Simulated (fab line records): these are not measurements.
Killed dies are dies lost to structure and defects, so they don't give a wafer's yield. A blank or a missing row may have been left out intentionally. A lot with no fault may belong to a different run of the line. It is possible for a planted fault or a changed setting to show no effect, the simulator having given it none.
Chamber matching / flow sky130 / 3 sister chambers for SKY_METAL4_ETCH_17 on rieDiel-03
The step etches SiO2 in C4F8/O2/Ar, stops on TiN, time 3.9 s, target depth 15 nm. 14 wafers are shown with their chamber, then 4 later ones without.

WAFERS WITH THEIR CHAMBER
wafer=L203.4; chamber=1; oesProductAu (a.u.)=0.773
wafer=L203.5; chamber=2; oesProductAu (a.u.)=0.761
wafer=L203.6; chamber=1; oesProductAu (a.u.)=0.760
wafer=L212.1; chamber=3; oesProductAu (a.u.)=0.752
wafer=L212.3; chamber=1; oesProductAu (a.u.)=0.754
wafer=L212.6; chamber=1; oesProductAu (a.u.)=0.753
wafer=L218.2; chamber=2; oesProductAu (a.u.)=0.747
wafer=L218.3; chamber=1; oesProductAu (a.u.)=0.755
wafer=L218.5; chamber=1; oesProductAu (a.u.)=0.762
wafer=L220.1; chamber=1; oesProductAu (a.u.)=0.758
wafer=L220.3; chamber=3; oesProductAu (a.u.)=0.740
wafer=L220.5; chamber=3; oesProductAu (a.u.)=0.761
wafer=L222.3; chamber=1; oesProductAu (a.u.)=0.756
wafer=L222.5; chamber=1; oesProductAu (a.u.)=0.754

SIGNATURES (averages over the wafers above)
reading=oesProductAu; chamber 1=0.75833; chamber 2=0.75400; chamber 3=0.75100; scatter within a chamber=0.00759
Rule: a wafer lies at a distance from a chamber equal to the root of the sum of squares, over the readings, of (its reading less the chamber's mean, divided by the reading's scatter). If the next closest chamber is less than 2 further off than the closest, the wafer can't be placed; otherwise it belongs to the closest. The scatter is the square root of a quotient: the sum, over the shown wafers, of each reading's squared deviation from its chamber's mean, divided by wafers minus chambers.

WAFERS WITHOUT THEIR CHAMBER
wafer=L223.4; oesProductAu (a.u.)=0.757
wafer=L223.6; oesProductAu (a.u.)=0.758
wafer=L225.1; oesProductAu (a.u.)=0.751
wafer=L225.5; oesProductAu (a.u.)=0.763

THE CHAMBER EACH PASSED THROUGH
wafer=L223.4; from the rows above=can't be placed: 1 or 2 or 3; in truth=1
wafer=L223.6; from the rows above=can't be placed: 1 or 2 or 3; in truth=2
wafer=L225.1; from the rows above=can't be placed: 3 or 2 or 1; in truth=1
wafer=L225.5; from the rows above=can't be placed: 1 or 2 or 3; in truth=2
Correctly placed: 0 of 4. From these rows, 4 cannot be placed; in 4 the true chamber is one of the candidates. 0 placed wrongly.
